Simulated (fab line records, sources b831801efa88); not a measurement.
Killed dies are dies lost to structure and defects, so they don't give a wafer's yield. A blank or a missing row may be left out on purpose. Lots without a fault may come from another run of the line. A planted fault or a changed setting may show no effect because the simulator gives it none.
Which tool did it? | flow sky130 | 14 lots, 40 wafers sampled, at 6 steps of a route of 708

WHAT THE GAUGES READ, wafer by wafer
SKY_SONOS_TUNNEL_CD_MEAS_07: target cd 410 nm. Usual: cd_nm 410.4 nm, standard deviation 2.3.
lot  | measured     | on        | cd_nm (nm)        | flag
L544 | day 11 10:04 | cd_sem-02 | 408.9 409.0 411.5 |
L545 | day 11 17:58 | cd_sem-01 | 414.1 412.6 413.4 |
L546 | day 11 23:33 | cd_sem-01 | 410.3 412.7 410.2 |
L547 | day 12 05:12 | cd_sem-02 | 408.8 409.2 411.4 |
L548 | day 12 16:35 | cd_sem-02 | 405.1 407.7 404.5 |
L549 | day 12 22:26 | cd_sem-01 | 410.5 407.7 409.1 |
L550 | day 13 10:12 | cd_sem-02 | 405.4 407.6 407.8 |
L551 | day 13 15:18 | cd_sem-02 | 412.2 414.1 411.7 |
L552 | day 13 21:04 | cd_sem-01 | 412.2 411.3 411.7 |
L553 | day 14 07:38 | cd_sem-01 | 409.9 411.9 412.1 |
L555 | day 14 23:29 | cd_sem-01 | 413.3 412.2 409.0 |
L560 | day 16 16:07 | cd_sem-02 | 413.3 411.7       |
L562 | day 17 08:31 | cd_sem-02 | 407.0 408.1       |
L566 | day 18 16:58 | cd_sem-01 | 414.3 415.2 412.4 |

SKY_SONOS_ONO_THK_MEAS_05. Usual: SONOS_ONO_CVD_04_THK 5.72 nm, standard deviation 0.097.
lot  | measured     | on            | SONOS_ONO_CVD_04_THK (nm) | flag
L544 | day 11 17:49 | film_metro-04 | 5.65 5.61 5.60            |
L545 | day 11 22:22 | film_metro-04 | 5.66 5.70 5.75            |
L546 | day 12 05:49 | film_metro-04 | 5.70 5.63 5.74            |
L547 | day 12 10:40 | film_metro-01 | 5.73 5.68 5.75            |
L548 | day 13 00:29 | film_metro-01 | 5.67 5.74 5.76            |
L549 | day 13 10:49 | film_metro-04 | 5.70 5.76 5.67            |
L550 | day 13 16:10 | film_metro-03 | 5.59 5.62 5.54            |
L551 | day 14 00:32 | film_metro-03 | 5.47 5.48 5.61            |
L552 | day 14 03:20 | film_metro-03 | 5.76 5.72 5.78            |
L553 | day 14 15:25 | film_metro-03 | 5.71 5.70 5.79            |
L555 | day 15 05:08 | film_metro-01 | 5.80 5.79 5.80            |
L560 | day 16 21:50 | film_metro-04 | 6.00 5.86                 |
L562 | day 17 17:38 | film_metro-03 | 5.60 5.58                 |
L566 | day 18 22:50 | film_metro-03 | 5.80 5.77 5.74            |

SKY_POLY_GATE_CD_MEAS_22. Usual: cd_nm 149.4 nm, standard deviation 2.
lot  | measured     | on        | cd_nm (nm)        | flag
L544 | day 16 13:10 | cd_sem-02 | 148.1 146.5 151.8 |
L545 | day 16 17:04 | cd_sem-02 | 148.1 146.7 147.6 |
L546 | day 17 02:17 | cd_sem-02 | 147.1 150.5 150.8 |
L547 | day 17 06:56 | cd_sem-02 | 146.1 146.5 149.7 |
L548 | day 17 23:11 | cd_sem-01 | 151.1 150.9 153.8 |
L549 | day 18 11:01 | cd_sem-01 | 146.4 146.7 148.5 |
L550 | day 18 22:47 | cd_sem-02 | 150.2 149.8 152.1 |
L551 | day 19 05:58 | cd_sem-02 | 150.7 152.7 151.0 |
L552 | day 19 09:35 | cd_sem-01 | 151.6 152.0 152.2 |
L553 | day 19 23:17 | cd_sem-01 | 148.9 150.5 148.5 |
L555 | day 20 16:58 | cd_sem-02 | 148.8 147.9 148.2 |
L560 | day 22 09:50 | cd_sem-01 | 137.0 135.2       | OFF
L562 | day 23 04:36 | cd_sem-01 | 135.2 147.1       | OFF
L566 | day 24 08:34 | cd_sem-02 | 147.5 148.0 149.3 |

WHICH TOOL RAN EACH LOT (tool, then ch and the chambers of the sampled wafers, then the start)
lot  | SKY_SONOS_ONO_STRIP_17               | SKY_POLY_GATE_ETCH_15              | SKY_POLY_GATE_STRIP_18
L544 | plasma_asher-03 ch 1, day 12 18:22   | rie_diel-03 ch 0,2,3, day 16 11:22 | plasma_asher-01 ch 0,1, day 16 11:36
L545 | plasma_asher-04 ch 0,1, day 12 22:29 | rie_diel-01 ch 0,1, day 16 15:16   | plasma_asher-01 ch 0,1, day 16 15:32
L546 | plasma_asher-04 ch 1, day 13 06:55   | rie_diel-03 ch 1,2, day 17 00:01   | plasma_asher-03 ch 0,1, day 17 00:15
L547 | plasma_asher-03 ch 0,1, day 13 11:22 | rie_diel-03 ch 1,2,3, day 17 04:31 | plasma_asher-02 ch 0,1, day 17 04:45
L548 | plasma_asher-01 ch 0,1, day 14 01:11 | rie_diel-02 ch 0,2,3, day 17 20:58 | plasma_asher-02 ch 0,1, day 17 21:12
L549 | plasma_asher-03 ch 0,1, day 14 12:37 | rie_diel-03 ch 1,2,3, day 18 08:13 | plasma_asher-01 ch 0,1, day 18 08:27
L550 | plasma_asher-01 ch 0,1, day 14 18:52 | rie_diel-02 ch 0,2,3, day 18 20:19 | plasma_asher-01 ch 0,1, day 18 20:33
L551 | plasma_asher-01 ch 0,1, day 15 02:29 | rie_diel-01 ch 1,2, day 19 04:13   | plasma_asher-01 ch 0,1, day 19 04:29
L552 | plasma_asher-03 ch 0,1, day 15 05:37 | rie_diel-01 ch 1,2,3, day 19 07:37 | plasma_asher-03 ch 0,1, day 19 07:51
L553 | plasma_asher-01 ch 0,1, day 15 18:40 | rie_diel-01 ch 0,2, day 19 18:48   | plasma_asher-02 ch 0,1, day 19 19:02
L555 | plasma_asher-03 ch 0,1, day 16 08:37 | rie_diel-02 ch 0,2, day 20 14:16   | plasma_asher-02 ch 0,1, day 20 14:30
L560 | plasma_asher-03 ch 1, day 18 03:13   | rie_diel-02 ch 0,1, day 22 07:59   | plasma_asher-03 ch 0,1, day 22 08:20
L562 | plasma_asher-04 ch 0,1, day 18 23:29 | rie_diel-02 ch 0,2, day 23 02:52   | plasma_asher-03 ch 0,1, day 23 03:05
L566 | plasma_asher-03 ch 0,1, day 20 05:13 | rie_diel-01 ch 0,1,3, day 24 06:52 | plasma_asher-01 ch 0,1, day 24 07:06
- SKY_SONOS_ONO_STRIP_17: strips in O2/N2.
- SKY_POLY_GATE_ETCH_15: etches BARC in N2/H2, stops on SiO2, time 118.5 s, target depth 110 nm.
- SKY_POLY_GATE_STRIP_18: strips in O2/N2.

WHAT THE TOOLS THEMSELVES READ (means of the sampled wafers that have a number; where no wafer has one, the mark that the record gives instead)
SKY_SONOS_ONO_STRIP_17. Usual: drypump_motor_current_A 6.14 A, standard deviation 0.2; o2_flow_sccm 3000 sccm, standard deviation 8.1; oes_product_au 0.711 a.u., standard deviation 0.0045; strip_time_to_endpoint_s 14.10 s, standard deviation 0.043.
lot  | tool            | drypump_motor_current_A (A) | o2_flow_sccm (sccm) | oes_product_au (a.u.) | strip_time_to_endpoint_s (s) | flag
L544 | plasma_asher-03 | 6.17                        | 2994                | 0.710                 | 14.04                        |
L545 | plasma_asher-04 | 6.29                        | 2993                | 0.709                 | 14.10                        |
L546 | plasma_asher-04 | 6.23                        | 2995                | 0.713                 | 14.08                        |
L547 | plasma_asher-03 | 6.08                        | 3006                | 0.707                 | 14.16                        |
L548 | plasma_asher-01 | 6.02                        | 3004                | 0.710                 | 14.12                        |
L549 | plasma_asher-03 | 6.11                        | 2994                | 0.709                 | 14.12                        |
L550 | plasma_asher-01 | 6.21                        | 2997                | 0.709                 | 14.05                        |
L551 | plasma_asher-01 | 6.20                        | 3000                | 0.710                 | 14.15                        |
L552 | plasma_asher-03 | 6.08                        | 2999                | 0.709                 | 14.13                        |
L553 | plasma_asher-01 | 6.02                        | 3006                | 0.713                 | 14.17                        |
L555 | plasma_asher-03 | 6.02                        | 2993                | 0.709                 | 14.08                        |
L560 | plasma_asher-03 | 6.16                        | 3007                | 0.719                 | 14.06                        |
L562 | plasma_asher-04 | 6.31                        | 2990                | 0.712                 | 14.11                        |
L566 | plasma_asher-03 | 6.03                        | 2999                | 0.712                 | 14.05                        |

SKY_POLY_GATE_ETCH_15. Usual: drypump_motor_current_A 5.6 A, standard deviation 0.5; oes_product_au 0.716 a.u., standard deviation 0.0043; throttle_valve_pct 13.212 %, standard deviation 0.0091.
lot  | tool        | drypump_motor_current_A (A) | oes_product_au (a.u.) | throttle_valve_pct (%) | flag
L544 | rie_diel-03 | 5.7                         | 0.714                 | 13.220                 |
L545 | rie_diel-01 | 6.1                         | 0.716                 | 13.215                 |
L546 | rie_diel-03 | 5.8                         | 0.715                 | 13.214                 |
L547 | rie_diel-03 | 5.7                         | 0.714                 | 13.213                 |
L548 | rie_diel-02 | 5.6                         | 0.721                 | 13.214                 |
L549 | rie_diel-03 | 5.8                         | 0.713                 | 13.211                 |
L550 | rie_diel-02 | 5.5                         | 0.714                 | 13.214                 |
L551 | rie_diel-01 | 5.8                         | 0.718                 | 13.205                 |
L552 | rie_diel-01 | 5.5                         | 0.716                 | 13.203                 |
L553 | rie_diel-01 | 6.1                         | 0.716                 | 13.205                 |
L555 | rie_diel-02 | 5.7                         | 0.717                 | 13.216                 |
L560 | rie_diel-02 | 5.3                         | 0.724                 | 13.212                 |
L562 | rie_diel-02 | 5.7                         | 0.720                 | 13.209                 |
L566 | rie_diel-01 | 5.7                         | 0.705                 | 13.215                 |

SKY_POLY_GATE_STRIP_18. Usual: drypump_motor_current_A 6.10 A, standard deviation 0.28; o2_flow_sccm 3000 sccm, standard deviation 9.1; oes_product_au 0.361 a.u., standard deviation 0.0044; strip_time_to_endpoint_s 3.16 s, standard deviation 0.033.
lot  | tool            | drypump_motor_current_A (A) | o2_flow_sccm (sccm) | oes_product_au (a.u.) | strip_time_to_endpoint_s (s) | flag
L544 | plasma_asher-01 | 6.00                        | 2995                | 0.361                 | 3.16                         |
L545 | plasma_asher-01 | 6.01                        | 3000                | 0.361                 | 3.17                         |
L546 | plasma_asher-03 | 6.09                        | 2997                | 0.358                 | 3.13                         |
L547 | plasma_asher-02 | 6.23                        | 3000                | 0.362                 | 3.16                         |
L548 | plasma_asher-02 | 6.03                        | 3003                | 0.359                 | 3.18                         |
L549 | plasma_asher-01 | 6.19                        | 3000                | 0.357                 | 3.12                         |
L550 | plasma_asher-01 | 6.00                        | 2994                | 0.357                 | 3.18                         |
L551 | plasma_asher-01 | 6.01                        | 3016                | 0.360                 | 3.21                         |
L552 | plasma_asher-03 | 6.11                        | 2999                | 0.361                 | 3.17                         |
L553 | plasma_asher-02 | 6.28                        | 3003                | 0.365                 | 3.13                         |
L555 | plasma_asher-02 | 6.26                        | 2991                | 0.358                 | 3.14                         |
L560 | plasma_asher-03 | 6.04                        | 2996                | 0.340                 | 2.52                         | OFF
L562 | plasma_asher-03 | 6.07                        | 3009                | 0.343                 | 2.85                         | OFF
L566 | plasma_asher-01 | 6.00                        | 2998                | 0.359                 | 3.16                         |

THE ANSWER, worked out from the rows above alone
Rule: a lot is off if the mean of its wafers that have a number lies more than 3 standard deviations from the usual mean. A lot without any number at a reading at which 4 lots or more have one is off too. The other lots that the step has rows for count as sound. The gauges are gone through in route order, then the tools' own readings, and for those a lot's mean is taken as printed above. The first step at which some lot is off is used, and at that step the reading that is off furthest; a lot without a number counts as furthest.
Off: L560, L562, at SKY_POLY_GATE_CD_MEAS_22 (cd_nm).
A tool fits if, at a process step before that reading, it ran every lot that is off, and no sound lot after the first of them. The gauges at SKY_POLY_GATE_CD_MEAS_22 aren't tried: what is off there is off at SKY_POLY_GATE_STRIP_18 too, on other tools, and a gauge's error can't cause that. Can't be told from this: 2 tools fit, rie_diel-02 at SKY_POLY_GATE_ETCH_15, plasma_asher-03 at SKY_POLY_GATE_STRIP_18.

WHAT THE SIMULATOR HAD PUT IN
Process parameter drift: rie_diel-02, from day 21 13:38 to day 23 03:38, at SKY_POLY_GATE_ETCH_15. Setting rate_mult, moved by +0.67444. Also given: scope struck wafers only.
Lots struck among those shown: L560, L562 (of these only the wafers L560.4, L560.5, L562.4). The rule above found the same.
